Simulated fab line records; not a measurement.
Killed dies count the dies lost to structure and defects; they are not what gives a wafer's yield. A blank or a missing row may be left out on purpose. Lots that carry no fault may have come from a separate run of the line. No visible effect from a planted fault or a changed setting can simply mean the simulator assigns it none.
Commonality check across tools    flow gf180mcu    45 wafers sampled across 13 lots

## REASON IT WAS OPENED
At GF_HV_LDD_TW_MEAS_11 the reading HV_LDD_TW is flagged on 2 of 13 lots. No-fault wafers: 2430, standard deviation 18.
Rule: flag the lot when none of its wafers has a number, or when each of its wafers that has one lies beyond 4 standard deviations from that mean. All remaining lots are regarded as sound.

lot   measured      on             HV_LDD_TW, wafer by wafer      flag
L805  day 10 00:54  film-metro-03  2432 2447 2438                 
L809  day 11 14:50  film-metro-01  2446 2451 2438                 
L810  day 11 15:25  film-metro-02  2406 2416 2411                 
L812  day 12 08:14  film-metro-03  2432 2438 2428                 
L813  day 12 15:43  film-metro-01  2468 2448 2474                 
L814  day 12 23:55  film-metro-02  2409 2411 2395                 
L815  day 13 03:21  film-metro-01  2206 2219 2207 2218 2217 2199  FLAGGED
L816  day 13 07:10  film-metro-03  2215 2225 2224 2229 2206 2231  FLAGGED
L817  day 13 19:37  film-metro-01  2442 2432 2441                 
L825  day 16 04:27  film-metro-02  2407 2402 2393                 
L826  day 16 15:40  film-metro-03  2421 2434 2413                 
L827  day 16 18:16  film-metro-03  2437 2446 2436                 
L828  day 17 07:06  film-metro-02  2415 2415 2412                 
On average the flagged lots' numbers are 2216, which is -214 against the usual, or -12 standard deviations.

## TOOL THAT RAN EACH LOT
The record keeps 1 process step preceding the reading, out of 602 steps on the route. In each cell: the tool, then ch and the chambers that the sampled wafers went through, then the start.
lot   flag     GF_HV_LDD_IMPLANT_09
L805           implanter-04 ch 0, day 10 00:39
L809           implanter-04 ch 0, day 11 14:36
L810           implanter-03 ch 0, day 11 15:10
L812           implanter-03 ch 0, day 12 07:59
L813           implanter-03 ch 0, day 12 15:28
L814           implanter-01 ch 0, day 12 23:43
L815  FLAGGED  implanter-03 ch 0, day 13 03:06
L816  FLAGGED  implanter-03 ch 0, day 13 06:56
L817           implanter-01 ch 0, day 13 19:23
L825           implanter-01 ch 0, day 16 04:13
L826           implanter-03 ch 0, day 16 15:25
L827           implanter-03 ch 0, day 16 18:01
L828           implanter-03 ch 0, day 17 06:51
What is done by these steps:
- GF_HV_LDD_IMPLANT_09
- GF_HV_LDD_TW_MEAS_11

## FLAGGED AGAINST TOTAL, ONE TOOL AT A TIME (gauges that did the reading follow at the end)
step                  tool           lots run  flagged  share of the flagged lots  sound lots run after its first flagged lot
GF_HV_LDD_IMPLANT_09  implanter-01   3         0        none                       -
GF_HV_LDD_IMPLANT_09  implanter-03   8         2        all                        3 (L826,L827,L828)
GF_HV_LDD_IMPLANT_09  implanter-04   2         0        none                       -
GF_HV_LDD_TW_MEAS_11  film-metro-01  4         1        some                       1 (L817)
GF_HV_LDD_TW_MEAS_11  film-metro-02  4         0        none                       -
GF_HV_LDD_TW_MEAS_11  film-metro-03  5         1        some                       2 (L826,L827)

## THE TABLE: WHAT IT ALLOWS
In the table, 1 row covers all flagged lots: implanter-03 at GF_HV_LDD_IMPLANT_09.
- implanter-03 at GF_HV_LDD_IMPLANT_09: 2 of its 8 lots flagged. Lots that were sound ran on it after the first flagged one (L826, L827, L828); a persistent fault on the entire tool would not allow that. Its own readings lie more than 4 standard deviations out on every wafer of the flagged lots: tilt-deg.
There is no row in the table that ran each flagged lot and no sound lot after the first.

## WHAT THE SIMULATOR PUT IN
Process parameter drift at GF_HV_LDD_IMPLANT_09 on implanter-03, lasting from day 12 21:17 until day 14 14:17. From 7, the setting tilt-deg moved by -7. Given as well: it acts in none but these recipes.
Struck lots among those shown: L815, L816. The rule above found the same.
